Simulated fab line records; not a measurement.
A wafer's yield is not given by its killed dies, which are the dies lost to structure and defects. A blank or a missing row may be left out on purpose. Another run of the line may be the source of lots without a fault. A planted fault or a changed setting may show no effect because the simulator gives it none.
fab line records    flow sfq_line
record lots=5  wafers=15  last_day=87
route steps=325 shown I0@47 M1@58 I1@73 M2@88 M8@325
lots that met no fault: taken from a fault-free run of the same line
start_h: hours from the record's opening day to when the first of the lot's shown wafers began    wait_h: hours from the lot's prior step to this one    " repeats the value in the row above    L1.1+2: one row covering several wafers at once    - either no value or no given start    * or withheld: withheld    < > ~ a bound
route shown NAME@n: names a module that has steps shown in the file, with the first one's number in the route    usual: average and standard deviation across the fault-free wafers    same: alike in all rows    chamber/n: place in a boat    sites: readings site by site    _std_site: standard deviation of those values    _edge_site: inner sites' mean taken away from outer sites' mean    radius_mm: for every site, how far away it sits from the centre of the wafer    mask NAME#n: copy n    behind: tool/chamber where the wafer was last shaped    hold: why the lot was held/for how many hours/how that ended    device: which transistor (n, p or np) failed to switch    end of line: the tests these same wafers got at the end of their route    where a step has no rows: the recipe by itself    killed: the dies lost at the first sort to structure and to defects; this is not the yield of the wafer    map: a wafer's dies, x killed, . not, _ none there
set.NAME: setting as actually run; set.NAME@STEP: the setting as run at that earlier step    model.NAME: the simulator's own value behind a step, which no gauge read
a table for each step, a row for each wafer; lots at some steps of the route
services: when a tool's chamber went out of use (start_h, in hours from the record's first day, below 0 if earlier), for how many hours, and the reason
## steps
# step SFQ_TRILAYER_I0_VIA_LITHO_COAT_036
# recipe resist=BARC  spin_rpm=3000  resist_thk_nm=62
# step SFQ_TRILAYER_I0_VIA_LITHO_COAT_031
# recipe resist=KrF  spin_rpm=3000  resist_thk_nm=650
# step SFQ_TRILAYER_I0_VIA_LITHO_SOFTBAKE_035
# recipe temp_c=withheld  time_s=withheld  resist=KrF
# step SFQ_TRILAYER_I0_VIA_LITHO_EXPOSE_032
# recipe mask_id=I0  na=0.6  source_shape=conventional  sigma_outer=0.65  target_cd_nm=500  dose_mj=21.3
# step SFQ_TRILAYER_I0_VIA_LITHO_PEB_034
# recipe peb_temp_c=115  peb_time_s=60  resist=KrF
# step SFQ_TRILAYER_I0_VIA_LITHO_DEVELOP_033
# recipe time_s=60  resist=KrF
# step SFQ_I0_OVL_MEAS_908
# usual I0_OVL=2/4.2
lot.wafer  tool        chamber  start_h  wait_h  I0_OVL[nm]
L843.2     overlay-01  -        250.75   0.1     10
L843.5     "           -        "        "       7
L843.6     "           -        "        "       6
L849.1     overlay-01  -        283.14   0.1     -3
L849.4     "           -        "        "       -3
L849.5     "           -        "        "       0
L851.1     overlay-02  -        296.34   0.1     5
L851.2     "           -        "        "       6
L851.5     "           -        "        "       3
L862.2     overlay-01  -        373.80   0.1     -7
L862.4     "           -        "        "       -4
L862.5     "           -        "        "       -3
L864.4     overlay-02  -        384.61   0.1     -1
L864.5     "           -        "        "       -1
L864.6     "           -        "        "       -2
# step SFQ_TRILAYER_I0_VIA_BARC_OPEN_VIA_ETCH_046
# recipe mask_material=PR  chemistry=O2  target_depth_nm=125  target=BARC  source_w=500  bias_w=80  pressure_mtorr=30  time_s=41.7
# step SFQ_TRILAYER_I0_VIA_ETCH_VIA_ETCH_034
# recipe target=SiO2  stop_on=Nb  mask_material=PR  taper_deg=20  chemistry=CHF3  target_depth_nm=260  source_w=500  bias_w=80  pressure_mtorr=30  time_s=withheld
# usual drypump_motor_current_A=5.8/0.41  oes_product_au=0.855/0.0049
lot.wafer  tool         chamber  start_h  wait_h  drypump_motor_current_A  oes_product_au
L843.2     rie_diel-02  2        250.82   0.0     6.0                      0.861
L843.5     "            0        "        "       5.8                      0.862
L843.6     "            3        "        "       5.6                      0.858
L849.1     rie_diel-01  1        283.22   0.0     5.2                      0.858
L849.4     "            3        "        "       5.9                      0.854
L849.5     "            0        "        "       5.5                      0.851
L851.1     rie_diel-01  1        296.44   0.0     5.1                      0.856
L851.2     "            3        "        "       5.9                      0.855
L851.5     "            1        "        "       5.1                      0.851
L862.2     rie_diel-02  2        373.89   0.0     6.0                      0.850
L862.4     "            2        "        "       6.0                      0.852
L862.5     "            2        "        "       6.0                      0.858
L864.4     rie_diel-04  3        384.72   0.1     6.2                      0.855
L864.5     "            0        "        "       6.5                      0.858
L864.6     "            2        "        "       6.1                      0.864
# step SFQ_TRILAYER_I0_VIA_STRIP_STRIP_035
# recipe gas=O2  power_w=200  platen_temp_c=40  overash_fraction=0.65  chemistry=O2  pressure_mtorr=50
# usual drypump_motor_current_A=5.5/0.51  oes_product_au=0.996/0.0073
lot.wafer  tool          chamber  start_h  wait_h  drypump_motor_current_A  oes_product_au  rf_hours_counter_h
L843.2     rie_metal-04  0        250.93   -       4.9                      0.999           103
L843.5     "             0        "        "       4.9                      1.004           -
L843.6     "             1        "        "       5.5                      0.996           -
L849.1     rie_metal-04  1        283.33   -       5.5                      0.992           38
L849.4     "             1        "        "       5.5                      0.988           -
L849.5     "             1        "        "       5.4                      0.991           -
L851.1     rie_metal-03  0        296.61   -       5.1                      0.997           43
L851.2     "             1        "        "       6.4                      1.003           11
L851.5     "             1        "        "       6.4                      1.003           -
L862.2     rie_metal-03  0        374.06   -       5.1                      1.005           57
L862.4     "             0        "        "       5.1                      0.992           -
L862.5     "             1        "        "       6.4                      0.991           -
L864.4     rie_metal-02  1        384.98   -       5.7                      0.992           -
L864.5     "             1        "        "       5.7                      0.984           -
L864.6     "             0        "        "       5.5                      0.986           -
# step SFQ_TRILAYER_I0_VIA_STRIP_SOLV_CLEAN_036
# recipe chemistry=NMP  temp_c=70  time_s=600
# step SFQ_TRILAYER_M1_DEP_PRE_CLEAN_038
# recipe gas=Ar  time_s=22.5  bias_v=250
# step SFQ_TRILAYER_M1_DEP_SPUTTER_037
# recipe material=Nb  base_pressure_pa=1.33e-06  chamber_pressure_pa=0.1333  substrate_temp_c=20  resputter_cathode_voltage_v=400  target_thk_nm=200  power_w=2000  time_s=133.3
# usual throttle_valve_pct=30.0/1.2
lot.wafer  tool            chamber  start_h  wait_h  throttle_valve_pct  model.Nb_of_TRILAYER_M1_DEP_SPUTTER_037.thk_nm
L843.2     pvd_sputter-06  -        251.73   0.0     29.0                199.6
L843.5     "               -        "        "       29.2                200.4
L843.6     "               -        "        "       31.3                198.3
L849.1     pvd_sputter-03  -        284.15   0.0     28.6                194
L849.4     "               -        "        "       28.7                200.7
L849.5     "               -        "        "       31.4                191.8
L851.1     pvd_sputter-06  -        297.41   0.0     29.0                198.1
L851.2     "               -        "        "       30.9                198.9
L851.5     "               -        "        "       29.5                197.5
L862.2     pvd_sputter-03  -        374.86   0.0     28.8                197.9
L862.4     "               -        "        "       31.7                199.3
L862.5     "               -        "        "       30.3                198.5
L864.4     pvd_sputter-05  -        385.60   0.0     31.4                196.3
L864.5     "               -        "        "       29.3                199
L864.6     "               -        "        "       30.9                198.3
# step SFQ_M1_RS_MEAS_909
# recipe thk_meas_gauge=four-point-probe  reads=Nb_of_TRILAYER_M1_DEP_SPUTTER_037
# usual M1_NB_RS=0.891/0.0098
lot.wafer  tool           chamber  start_h  wait_h  M1_NB_RS[ohm/sq]
L843.2     film_metro-03  -        251.84   0.1     0.891
L843.5     "              -        "        "       0.886
L843.6     "              -        "        "       0.896
L849.1     film_metro-01  -        284.24   0.0     0.918
L849.4     "              -        "        "       0.887
L849.5     "              -        "        "       0.928
L851.1     film_metro-02  -        297.50   0.0     0.901
L851.2     "              -        "        "       0.897
L851.5     "              -        "        "       0.906
L862.2     film_metro-02  -        374.97   0.1     0.902
L862.4     "              -        "        "       0.896
L862.5     "              -        "        "       0.899
L864.4     film_metro-02  -        385.75   0.1     0.908
L864.5     "              -        "        "       0.897
L864.6     "              -        "        "       0.901
# step SFQ_TRILAYER_M1_LITHO_COAT_044
# recipe resist=BARC  spin_rpm=3000  resist_thk_nm=62
# step SFQ_TRILAYER_M1_LITHO_COAT_039
# recipe resist=KrF  spin_rpm=3000  resist_thk_nm=600
# step SFQ_TRILAYER_M1_LITHO_SOFTBAKE_043
# recipe temp_c=withheld  time_s=withheld  resist=KrF
# step SFQ_TRILAYER_M1_LITHO_EXPOSE_040
# recipe mask_id=M1  na=0.6  source_shape=conventional  sigma_outer=0.65  target_cd_nm=500  dose_mj=14.4
# step SFQ_TRILAYER_M1_LITHO_PEB_042
# recipe peb_temp_c=115  peb_time_s=60  resist=KrF
# step SFQ_TRILAYER_M1_LITHO_DEVELOP_041
# recipe time_s=60  resist=KrF
# step SFQ_M1_OVL_MEAS_911
# usual M1_OVL=-2/4.7
lot.wafer  tool        chamber  start_h  wait_h  M1_OVL[nm]
L843.2     overlay-01  -        358.20   0.1     -2
L843.5     "           -        "        "       -5
L843.6     "           -        "        "       -3
L849.1     overlay-01  -        400.19   0.1     -13
L849.4     "           -        "        "       -10
L849.5     "           -        "        "       -13
L851.1     overlay-02  -        420.28   0.1     2
L851.2     "           -        "        "       3
L851.5     "           -        "        "       1
L862.2     overlay-02  -        501.09   0.1     0
L862.4     "           -        "        "       0
L862.5     "           -        "        "       5
L864.4     overlay-01  -        515.30   0.1     4
L864.5     "           -        "        "       2
L864.6     "           -        "        "       7
# step SFQ_TRILAYER_M1_BARC_OPEN_METAL_ETCH_054
# recipe mask_material=PR  chemistry=O2  target_depth_nm=125  target=BARC  icp_w=600  bias_w=80  pressure_mtorr=10  time_s=41.7
# usual drypump_motor_current_A=5.34/0.26  oes_product_au=0.684/0.0045
lot.wafer  tool          chamber  start_h  wait_h  drypump_motor_current_A  oes_product_au  rf_hours_counter_h
L843.2     rie_metal-01  0        358.23   0.0     5.35                     0.682           115
L843.5     "             0        "        "       5.32                     0.682           -
L843.6     "             1        "        "       5.40                     0.685           -
L849.1     rie_metal-02  1        400.23   0.0     5.67                     0.681           69
L849.4     "             0        "        "       5.49                     0.680           -
L849.5     "             0        "        "       5.47                     0.672           -
L851.1     rie_metal-04  0        420.32   0.0     4.90                     0.684           136
L851.2     "             1        "        "       5.46                     0.683           62
L851.5     "             1        "        "       5.46                     0.677           -
L862.2     rie_metal-02  1        501.12   0.0     5.70                     0.688           86
L862.4     "             0        "        "       5.47                     0.681           -
L862.5     "             0        "        "       5.48                     0.674           -
L864.4     rie_metal-04  0        515.34   0.0     4.89                     0.689           -
L864.5     "             0        "        "       4.89                     0.687           -
L864.6     "             1        "        "       5.49                     0.678           -
# step SFQ_TRILAYER_M1_ETCH_METAL_ETCH_042
# recipe target=Nb  stop_on=SiO2  mask_material=PR  chemistry=Cl2/Ar  target_depth_nm=240  icp_w=600  bias_w=80  pressure_mtorr=10  time_s=120
# usual drypump_motor_current_A=5.33/0.26  oes_product_au=0.894/0.0068
lot.wafer  tool          chamber  start_h  wait_h  drypump_motor_current_A  oes_product_au  rf_hours_counter_h  model.M1.feature_depth_nm  model.etch.depth_nm
L843.2     rie_metal-01  0        358.29   0.0     5.33                     0.888           115                 199.6                      199.6
L843.5     "             0        "        "       5.35                     0.891           -                   200.4                      200.4
L843.6     "             1        "        "       5.39                     0.891           -                   198.3                      198.3
L849.1     rie_metal-02  1        400.29   0.0     5.64                     0.881           69                  194                        194
L849.4     "             0        "        "       5.48                     0.893           -                   200.7                      200.7
L849.5     "             0        "        "       5.46                     0.867           -                   191.8                      191.8
L851.1     rie_metal-04  0        420.38   0.0     4.92                     0.895           136                 198.1                      198.1
L851.2     "             1        "        "       5.46                     0.889           62                  198.9                      198.9
L851.5     "             1        "        "       5.44                     0.888           -                   197.5                      197.5
L862.2     rie_metal-02  1        501.18   0.0     5.68                     0.885           86                  197.9                      197.9
L862.4     "             0        "        "       5.49                     0.891           -                   199.3                      199.3
L862.5     "             0        "        "       5.48                     0.892           -                   198.5                      198.5
L864.4     rie_metal-04  0        515.42   0.1     4.90                     0.889           -                   196.3                      196.3
L864.5     "             0        "        "       4.89                     0.889           -                   199                        199
L864.6     "             1        "        "       5.46                     0.892           -                   198.3                      198.3
# step SFQ_TRILAYER_M1_STRIP_STRIP_043
# recipe gas=O2  power_w=200  platen_temp_c=40  overash_fraction=0.65  chemistry=O2  pressure_mtorr=50
# step SFQ_TRILAYER_M1_STRIP_SOLV_CLEAN_044
# recipe chemistry=NMP  temp_c=70  time_s=600
# step SFQ_TRILAYER_I1_DEP_PECVD_045
# recipe material=SiO2  temp_c=150  time_s=111.11  pressure_torr=2.4  rf_w=183.3  precursor=SiH4/N2O  target_thk_nm=500
# step SFQ_TRILAYER_I1_CMP_CMP_046
# recipe material=SiO2  down_force_psi=3  platen_rpm=60  pad_velocity_m_s=0.94248
# step SFQ_I1_BOW_MEAS_912
# recipe mode=bow
# usual I1_BOW=2/8.7
lot.wafer  tool           chamber  start_h  wait_h  I1_BOW[um]
L843.2     film_metro-01  -        376.19   2.5     0
L843.5     "              -        "        "       -1
L843.6     "              -        "        "       0
L849.1     film_metro-02  -        417.13   1.0     15
L849.4     "              -        "        "       20
L849.5     "              -        "        "       19
L851.1     film_metro-01  -        435.13   2.0     7
L851.2     "              -        "        "       5
L851.5     "              -        "        "       4
L862.2     film_metro-02  -        511.49   1.0     9
L862.4     "              -        "        "       7
L862.5     "              -        "        "       7
L864.4     film_metro-04  -        528.20   2.6     -9
L864.5     "              -        "        "       -4
L864.6     "              -        "        "       -10
# step SFQ_TRILAYER_I1_METRO_MEASURE_047
# step SFQ_TRILAYER_I1_VIA_LITHO_COAT_054
# recipe resist=BARC  spin_rpm=3000  resist_thk_nm=62
# step SFQ_TRILAYER_I1_VIA_LITHO_COAT_049
# recipe resist=KrF  spin_rpm=3000  resist_thk_nm=650
# step SFQ_TRILAYER_I1_VIA_LITHO_SOFTBAKE_053
# recipe temp_c=withheld  time_s=withheld  resist=KrF
# step SFQ_TRILAYER_I1_VIA_LITHO_EXPOSE_050
# recipe mask_id=I1  na=0.6  source_shape=conventional  sigma_outer=0.65  target_cd_nm=500  dose_mj=21.3
# step SFQ_TRILAYER_I1_VIA_LITHO_PEB_052
# recipe peb_temp_c=115  peb_time_s=60  resist=KrF
# step SFQ_TRILAYER_I1_VIA_LITHO_DEVELOP_051
# recipe time_s=60  resist=KrF
# step SFQ_I1_OVL_MEAS_913
# usual I1_OVL=-8/5.1
lot.wafer  tool        chamber  start_h  wait_h  I1_OVL[nm]
L843.2     overlay-02  -        408.85   0.1     -10
L843.5     "           -        "        "       1
L843.6     "           -        "        "       -7
L849.1     overlay-01  -        452.80   0.1     -4
L849.4     "           -        "        "       -3
L849.5     "           -        "        "       -5
L851.1     overlay-01  -        477.92   0.1     -1
L851.2     "           -        "        "       0
L851.5     "           -        "        "       2
L862.2     overlay-02  -        534.84   0.1     -1
L862.4     "           -        "        "       3
L862.5     "           -        "        "       -6
L864.4     overlay-01  -        547.86   0.1     -9
L864.5     "           -        "        "       -8
L864.6     "           -        "        "       -11
# step SFQ_TRILAYER_I1_VIA_BARC_OPEN_VIA_ETCH_071
# recipe mask_material=PR  chemistry=O2  target_depth_nm=125  target=BARC  source_w=500  bias_w=80  pressure_mtorr=30  time_s=41.7
# step SFQ_TRILAYER_I1_VIA_ETCH_VIA_ETCH_052
# recipe target=SiO2  stop_on=Nb  mask_material=PR  taper_deg=20  chemistry=CHF3  target_depth_nm=260  source_w=500  bias_w=80  pressure_mtorr=30  time_s=withheld
# usual drypump_motor_current_A=5.8/0.52  oes_product_au=0.855/0.0047
lot.wafer  tool         chamber  start_h  wait_h  drypump_motor_current_A  oes_product_au
L843.2     rie_diel-01  1        408.92   0.0     5.1                      0.859
L843.5     "            3        "        "       5.9                      0.851
L843.6     "            0        "        "       5.5                      0.845
L849.1     rie_diel-01  1        452.87   0.0     5.2                      0.857
L849.4     "            3        "        "       5.9                      0.852
L849.5     "            2        "        "       5.9                      0.849
L851.1     rie_diel-01  2        478.00   0.0     5.9                      0.858
L851.2     "            0        "        "       5.5                      0.852
L851.5     "            2        "        "       5.9                      0.852
L862.2     rie_diel-04  1        534.91   0.0     5.7                      0.856
L862.4     "            3        "        "       6.3                      0.853
L862.5     "            3        "        "       6.2                      0.857
L864.4     rie_diel-01  3        547.91   0.0     5.9                      0.862
L864.5     "            0        "        "       5.5                      0.855
L864.6     "            3        "        "       5.9                      0.855
# step SFQ_TRILAYER_I1_VIA_STRIP_STRIP_053
# recipe gas=O2  power_w=200  platen_temp_c=40  overash_fraction=0.65  chemistry=O2  pressure_mtorr=50
# usual drypump_motor_current_A=5.6/0.41  oes_product_au=0.999/0.0073
lot.wafer  tool          chamber  start_h  wait_h  drypump_motor_current_A  oes_product_au  rf_hours_counter_h
L843.2     rie_metal-01  1        409.03   -       5.4                      1.002           64
L843.5     "             0        "        "       5.4                      0.997           -
L843.6     "             1        "        "       5.4                      0.998           -
L849.1     rie_metal-02  1        452.98   -       5.7                      1.002           78
L849.4     "             1        "        "       5.7                      1.007           -
L849.5     "             0        "        "       5.5                      0.990           -
L851.1     rie_metal-02  1        478.11   -       5.7                      0.988           83
L851.2     "             0        "        "       5.5                      0.991           47
L851.5     "             1        "        "       5.7                      0.994           -
L862.2     rie_metal-03  1        535.03   -       6.4                      1.002           47
L862.4     "             1        "        "       6.4                      0.999           -
L862.5     "             0        "        "       5.1                      0.997           -
L864.4     rie_metal-02  0        548.23   -       5.5                      0.996           -
L864.5     "             0        "        "       5.5                      0.984           -
L864.6     "             1        "        "       5.7                      0.996           -
# step SFQ_TRILAYER_I1_VIA_STRIP_SOLV_CLEAN_054
# recipe chemistry=NMP  temp_c=70  time_s=600
# step SFQ_TRILAYER_M2_DEP_PRE_CLEAN_056
# recipe gas=Ar  time_s=22.5  bias_v=250
# step SFQ_M8_BOW_MEAS_951
# recipe mode=bow
# usual M8_BOW=5/12
lot.wafer  tool           chamber  start_h  wait_h  M8_BOW[um]  model.etest.m1.ohm_um  model.etest.i0.link_ohm  model.etest.m1.ohm_sq  model.etest.i1.link_ohm
L843.2     film_metro-04  -        1975.88  0.0     8           1.778                  1.956                    0.8917                 1.976
L843.5     "              -        "        "       6           1.765                  1.961                    0.8879                 1.972
L843.6     "              -        "        "       9           1.779                  1.961                    0.8976                 1.987
L849.1     film_metro-03  -        2030.29  0.0     19          1.846                  1.995                    0.9172                 2.01
L849.4     "              -        "        "       23          1.777                  1.955                    0.8865                 1.974
L849.5     "              -        "        "       21          1.859                  1.998                    0.928                  2.024
L851.1     film_metro-02  -        2033.79  0.0     9           1.792                  1.974                    0.8984                 1.985
L851.2     "              -        "        "       6           1.792                  1.967                    0.8947                 1.97
L851.5     "              -        "        "       6           1.809                  1.986                    0.9012                 1.984
L862.2     film_metro-04  -        2074.64  0.0     4           1.808                  1.979                    0.8993                 1.985
L862.4     "              -        "        "       1           1.791                  1.974                    0.8927                 1.974
L862.5     "              -        "        "       2           1.799                  1.977                    0.8967                 1.971
L864.4     film_metro-02  -        2078.28  0.1     -2          1.825                  1.98                     0.9066                 1.982
L864.5     "              -        "        "       1           1.791                  1.966                    0.8943                 1.969
L864.6     "              -        "        "       -6          1.8                    1.974                    0.8975                 1.972
## services
tool            chamber  start_h  hours  kind
rie_metal-04    -        234.97   1.4    pm
rie_diel-04     2        236.51   9.5    repair
rie_diel-02     1        244.12   2.8    repair
pvd_sputter-03  -        244.94   7.9    repair
rie_metal-04    -        246.62   0.6    repair
rie_metal-02    -        254.97   2.8    pm
rie_diel-01     2        275.26   24.4   repair
rie_diel-02     1        282.16   5.2    repair
rie_diel-01     0        293.62   14.6   repair
rie_metal-01    0        303.92   1.1    repair
rie_metal-02    1        332.00   11.1   repair
rie_metal-04    1        332.29   11.3   repair
rie_metal-02    0        345.60   3.7    repair
rie_metal-01    -        354.57   0.5    repair
rie_diel-04     1        363.61   22.6   repair
rie_diel-01     0        363.71   10.3   repair
rie_diel-04     0        371.86   4.1    repair
rie_diel-02     3        372.41   6.5    repair
rie_metal-01    -        436.29   0.4    repair
rie_metal-03    -        455.45   28.1   pm
rie_metal-01    -        484.38   0.6    repair
rie_diel-01     1        497.09   33.0   repair
rie_metal-04    -        504.65   2.8    pm
rie_metal-01    1        509.90   7.3    repair
## key
first_sign step=SFQ_M1_RS_MEAS_909  reading=M1_NB_RS  direction=up  sigmas=3.3  usual=0.891  struck=0.923
effect step=SFQ_TRILAYER_M1_ETCH_METAL_ETCH_042  reading=oes_product_au  direction=down  sigmas=2.9  usual=0.894  struck=0.874
model_effect step=SFQ_TRILAYER_M1_DEP_SPUTTER_037  value=Nb_of_TRILAYER_M1_DEP_SPUTTER_037.thk_nm  without=198.5  struck=192.9
model_effect step=SFQ_TRILAYER_M1_ETCH_METAL_ETCH_042  value=M1.feature_depth_nm  without=198.5  struck=192.9
model_effect step=SFQ_M8_BOW_MEAS_951  value=etest.m1.ohm_um  without=1.8  struck=1.853
met_at SFQ_TRILAYER_M1_DEP_SPUTTER_037
struck_wafers L849.1,L849.5
fault kind=process_parameter_drift  tool=pvd_sputter-03  chamber=-  onset_h=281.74  steps=SFQ_TRILAYER_M1_DEP_SPUTTER_037  channel=time_s  offset=*  shape=step  end_h=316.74  scope=struck_wafers_only  acts_in=*  stated=*
